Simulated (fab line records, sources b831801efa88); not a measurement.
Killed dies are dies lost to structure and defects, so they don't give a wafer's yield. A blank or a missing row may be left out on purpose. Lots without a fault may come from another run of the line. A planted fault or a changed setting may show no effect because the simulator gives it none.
One fault seen from 2 desks | flow sky130 | each desk has only its own numbers; what lay behind them comes last

THE METROLOGY DESK
What the gauges read, lot by lot, whatever tool the lot ran on: means of the sampled wafers that have a number. A lot is out of limits, marked OUT, if its mean lies more than 4 standard deviations from the usual mean; the brackets give that distance.
Columns: A = cd_nm at SKY_VT_ADJUST_HVTP_CD_MEAS_07, usual 380.3 nm; B = SPACER_CVD_00_THK at SKY_SPACER_THK_MEAS_01, usual 42.9 nm
lot  | first seen here | A     | B
L646 | day 6 08:44     | 378.9 | 42.5
L648 | day 6 17:56     | 382.4 | 42.9
L649 | day 6 21:08     | 381.8 | 43.4
L651 | day 7 16:17     | 382.7 | 43.1
L653 | day 8 01:31     | 381.5 | 42.8
L656 | day 8 14:15     | 382.2 | 43.9
L658 | day 9 11:20     | 380.9 | 43.6
L664 | day 11 04:27    | 380.0 | 42.9
L665 | day 11 09:14    | 379.9 | 42.8
L667 | day 12 05:32    | 376.9 | 60.6 (+42) OUT
This desk's finding: out of limits on L667; first on L667, day 30 20:48 (SPACER_CVD_00_THK at SKY_SPACER_THK_MEAS_01). In limits: L646, L648, L649, L651, L653, L656, L658, L664, L665.

THE TOOL OWNER'S DESK: lpcvd-02
The tool's own readings at SKY_SPACER_CVD_00 (deposits Si3N4 from DCS/NH3, target thk 43.1 nm, time 740 s): means of the sampled wafers that have a number, for each lot that ran on this tool. A lot is out of limits, marked OUT, if its mean lies more than 4 standard deviations from the usual mean; the brackets give that distance.
Columns: A = spike_tc_upper_C at SKY_SPACER_CVD_00, usual 769.7 C; B = zone_power_upper_pct at SKY_SPACER_CVD_00, usual 12.3 %
lot  | first seen here | A     | B
L646 | day 22 22:11    | 769.4 | 12.6
L649 | day 24 01:59    | 770.7 | 11.9
L648 | day 24 03:11    | 769.8 | 11.9
L651 | day 25 01:56    | 770.5 | 12.0
L653 | day 25 11:30    | 770.7 | 12.0
L656 | day 26 11:21    | 770.1 | 12.5
L658 | day 27 14:52    | 770.1 | 12.6
L664 | day 29 16:14    | 769.0 | 12.7
L665 | day 29 20:35    | 768.4 | 12.5
L667 | day 30 19:35    | 767.6 | 12.6
This desk's finding: nothing out of limits on any of the 10 lots.

PUT TOGETHER
The metrology desk could have raised an alarm at day 30 20:48, on L667.
The tool owner's desk saw nothing out of limits.
The tool owner's desk has L667 on record, within its limits.
Of the lots named, all ran SKY_SPACER_CVD_00 on lpcvd-02.

WHAT THE SIMULATOR HAD PUT IN
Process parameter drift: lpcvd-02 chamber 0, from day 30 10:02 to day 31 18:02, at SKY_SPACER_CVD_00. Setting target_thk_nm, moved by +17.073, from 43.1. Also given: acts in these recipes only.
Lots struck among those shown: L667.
Hours from the fault's start to each desk's first reading out of limits: the metrology desk, 11.
